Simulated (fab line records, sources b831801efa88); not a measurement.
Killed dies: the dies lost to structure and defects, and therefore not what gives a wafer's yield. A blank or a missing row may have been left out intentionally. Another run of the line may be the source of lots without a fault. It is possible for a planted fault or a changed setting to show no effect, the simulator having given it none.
Which tool did it?    flow sky130    33 wafers from 11 lots sampled at 7 of the route's 708 steps

== WHAT THE GAUGES READ, wafer by wafer ==
SKY_VT_ADJUST_HVTP_CD_MEAS_07: the cd target is 380 nm. Usual: cd_nm 379.4 nm, standard deviation 2.4.
lot   measured      on         cd_nm (nm)         flag
L838  day 6 04:25   cd_sem-02  381.1 379.3 377.4  
L842  day 7 05:22   cd_sem-01  379.5 378.5 378.9  
L843  day 7 13:29   cd_sem-02  377.9 378.0 378.7  
L844  day 7 18:46   cd_sem-01  383.3 383.6 384.5  
L848  day 8 16:20   cd_sem-02  379.3 377.6 381.6  
L857  day 11 15:29  cd_sem-02  - - -              OFF
L856  day 11 16:03  cd_sem-02  - - -              OFF
L859  day 11 20:26  cd_sem-02  381.4 380.3 378.3  
L858  day 11 20:51  cd_sem-01  380.8 381.6 378.3  
L860  day 12 02:54  cd_sem-02  377.0 376.1 375.9  
L861  day 12 10:23  cd_sem-02  384.5 382.9 383.6  

SKY_VT_ADJUST_LVTN_TW_MEAS_10. Usual: VT_ADJUST_LVTN_TW typically reads 242.5, with standard deviation 1.3.
lot   measured      on             VT_ADJUST_LVTN_TW     flag
L838  day 6 22:37   film_metro-03  244.8 244.4 244.5     
L842  day 8 01:51   film_metro-02  243.6 242.0 244.0     
L843  day 8 09:20   film_metro-02  241.1 241.9 241.9     
L844  day 8 16:03   film_metro-03  243.7 241.1 243.0     
L848  day 9 13:44   film_metro-03  242.3 240.9 241.3     
L857  day 12 16:06  film_metro-03  1347.7 1353.8 1353.1  OFF
L856  day 12 16:41  film_metro-03  1355.0 1350.8 1354.7  OFF
L859  day 12 21:26  film_metro-04  242.3 241.1 241.0     
L858  day 12 21:53  film_metro-02  244.2 243.9 243.7     
L860  day 13 03:32  film_metro-02  244.9 243.5 244.1     
L861  day 13 12:22  film_metro-04  242.4 243.1 242.4     

SKY_VT_ADJUST_LVTN_TW_MEAS_21. Usual: VT_ADJUST_LVTN_2_TW typically reads 187.9, with standard deviation 0.92.
lot   measured      on             VT_ADJUST_LVTN_2_TW   flag
L838  day 7 17:52   film_metro-02  188.6 187.8 187.4     
L842  day 8 22:20   film_metro-04  189.1 189.3 187.9     
L843  day 9 05:24   film_metro-04  186.1 186.8 186.2     
L844  day 9 12:56   film_metro-03  187.2 186.4 187.7     
L848  day 10 12:11  film_metro-03  187.8 187.7 187.3     
L857  day 13 17:40  film_metro-02  1353.7 1355.6 1361.8  OFF
L856  day 13 18:20  film_metro-04  1358.0 1348.6 1356.5  OFF
L859  day 13 23:05  film_metro-03  189.8 189.1 189.0     
L858  day 13 23:26  film_metro-02  189.7 188.9 189.1     
L860  day 14 05:26  film_metro-03  188.6 188.5 189.3     
L861  day 14 15:10  film_metro-03  188.3 188.2 188.7     

SKY_LI_CONTACT_THK_MEAS_23: measures by xrf. Usual: LI_CONTACT_W_THK typically reads 391 nm, with standard deviation 4.8.
lot   measured      on             LI_CONTACT_W_THK (nm)  flag
L838  day 29 03:38  film_metro-02  395 396 398            
L842  day 30 10:11  film_metro-01  387 390 387            
L843  day 31 06:32  film_metro-02  386 391 386            
L844  day 31 10:46  film_metro-01  395 390 388            
L848  day 32 14:44  film_metro-02  400 399 396            
L857  day 36 04:05  film_metro-02  387 387 386            
L856  day 36 03:44  film_metro-03  391 385 387            
L859  day 36 05:25  film_metro-02  387 386 385            
L858  day 36 07:58  film_metro-02  387 385 382            
L860  day 37 03:29  film_metro-02  385 385 382            
L861  day 37 08:06  film_metro-03  389 390 388            

SKY_LOCAL_INTERCONNECT_RS_MEAS_01: a four-point-probe measurement. Usual: LOCAL_INTERCONNECT_TIN_RS typically reads 14.12 ohm/sq, with standard deviation 0.13.
lot   measured      on             LOCAL_INTERCONNECT_TIN_RS (ohm/sq)  flag
L838  day 29 04:08  film_metro-04  14.05 14.28 14.15                   
L842  day 30 10:36  film_metro-02  14.03 14.16 14.13                   
L843  day 31 06:58  film_metro-02  14.00 13.94 13.95                   
L844  day 31 11:13  film_metro-04  14.26 14.18 14.13                   
L848  day 32 15:09  film_metro-03  14.02 13.82 13.94                   
L857  day 36 04:30  film_metro-04  14.14 14.28 14.24                   
L856  day 36 04:14  film_metro-04  14.12 14.05 14.02                   
L859  day 36 05:52  film_metro-02  14.09 14.20 14.06                   
L858  day 36 08:24  film_metro-04  14.13 14.14 14.14                   
L860  day 37 03:55  film_metro-02  14.08 14.16 14.11                   
L861  day 37 08:33  film_metro-04  14.11 14.09 14.11                   

== WHAT TOOL EACH LOT RAN ON (gives the tool, then ch and the chambers of the sampled wafers, and finally the start) ==
lot   SKY_VT_ADJUST_HVTP_COAT_02         SKY_LI_CONTACT_CMP_02
L838  litho_track-03 ch 0, day 5 19:22   cmp-01 ch 0,1, day 27 21:40
L842  litho_track-01 ch 0, day 6 20:02   cmp-01 ch 1,2, day 29 04:31
L843  litho_track-04 ch 0, day 7 04:08   cmp-02 ch 0,1, day 30 01:41
L844  litho_track-04 ch 0, day 7 08:29   cmp-02 ch 1,2, day 30 05:35
L848  litho_track-04 ch 0, day 8 05:44   cmp-02 ch 0,1,2, day 31 09:02
L857  litho_track-04, day 11 03:56       cmp-01 ch 2,3, day 35 00:05
L856  litho_track-03, day 11 04:44       cmp-01 ch 0,1,3, day 34 23:25
L859  litho_track-04 ch 0, day 11 08:50  cmp-01 ch 0,1,2, day 35 02:04
L858  litho_track-04 ch 0, day 11 09:25  cmp-02 ch 1,3, day 35 04:39
L860  litho_track-03 ch 0, day 11 14:44  cmp-01 ch 0,1,3, day 35 23:55
L861  litho_track-04 ch 0, day 11 21:40  cmp-02 ch 1,2,3, day 36 04:59
- SKY_VT_ADJUST_HVTP_COAT_02: resist thk 1140 nm.
- SKY_LI_CONTACT_CMP_02: polishes PSG.

== AS READ BY THE TOOLS THEMSELVES (means over the sampled wafers that have a number; for cases with no such wafer, the mark the record gives instead) ==
SKY_VT_ADJUST_HVTP_COAT_02. Usual: chill_plate_temp_C 23.01 C, standard deviation 0.12; dispense_pressure_kPa 51.8 kPa, standard deviation 2.9.
lot   tool            chill_plate_temp_C (C)  dispense_pressure_kPa (kPa)  flag
L838  litho_track-03  22.96                   50.0                         
L842  litho_track-01  23.13                   48.3                         
L843  litho_track-04  23.03                   54.7                         
L844  litho_track-04  22.86                   54.6                         
L848  litho_track-04  22.97                   54.6                         
L857  litho_track-04  -                       -                            OFF
L856  litho_track-03  -                       -                            OFF
L859  litho_track-04  22.97                   54.7                         
L858  litho_track-04  22.89                   54.7                         
L860  litho_track-03  22.93                   50.1                         
L861  litho_track-04  23.04                   54.7                         

SKY_LI_CONTACT_CMP_02. Usual: motor_current_A 11.6 A, standard deviation 0.93; time_to_endpoint_s 30.4 s, standard deviation 2.3.
lot   tool    motor_current_A (A)  time_to_endpoint_s (s)  flag
L838  cmp-01  12.4                 26.8                    
L842  cmp-01  11.9                 31.6                    
L843  cmp-02  11.4                 29.5                    
L844  cmp-02  11.6                 30.6                    
L848  cmp-02  11.9                 27.6                    
L857  cmp-01  11.8                 29.6                    
L856  cmp-01  11.7                 33.5                    
L859  cmp-01  11.6                 30.8                    
L858  cmp-02  10.6                 29.1                    
L860  cmp-01  12.2                 31.5                    
L861  cmp-02  11.6                 31.0                    

== THE ANSWER, worked out from the rows above alone ==
Rule: a lot is off if the mean of its wafers that have a number lies more than 3 standard deviations from the usual mean. A lot without any number at a reading at which 4 lots or more have one is off too. All remaining lots with rows at the step are treated as sound. The gauges are gone through in route order, then the tools' own readings, and for those a lot's mean is taken as printed above. The first step at which some lot is off is used, and at that step the reading that is off furthest; a lot without a number counts as furthest.
Off, at SKY_VT_ADJUST_HVTP_CD_MEAS_07 on cd_nm: L857, L856. Without a number there: L857, L856.
A tool fits if, at a process step before that reading, it ran every lot that is off, and no sound lot after the first of them. Not tried: the gauges at SKY_VT_ADJUST_HVTP_CD_MEAS_07; whatever is off there is also off at SKY_VT_ADJUST_LVTN_TW_MEAS_10, on other tools, and gauge error can't account for it. Not one of the candidates tried fits.

== WHAT THE SIMULATOR HAD PUT IN ==
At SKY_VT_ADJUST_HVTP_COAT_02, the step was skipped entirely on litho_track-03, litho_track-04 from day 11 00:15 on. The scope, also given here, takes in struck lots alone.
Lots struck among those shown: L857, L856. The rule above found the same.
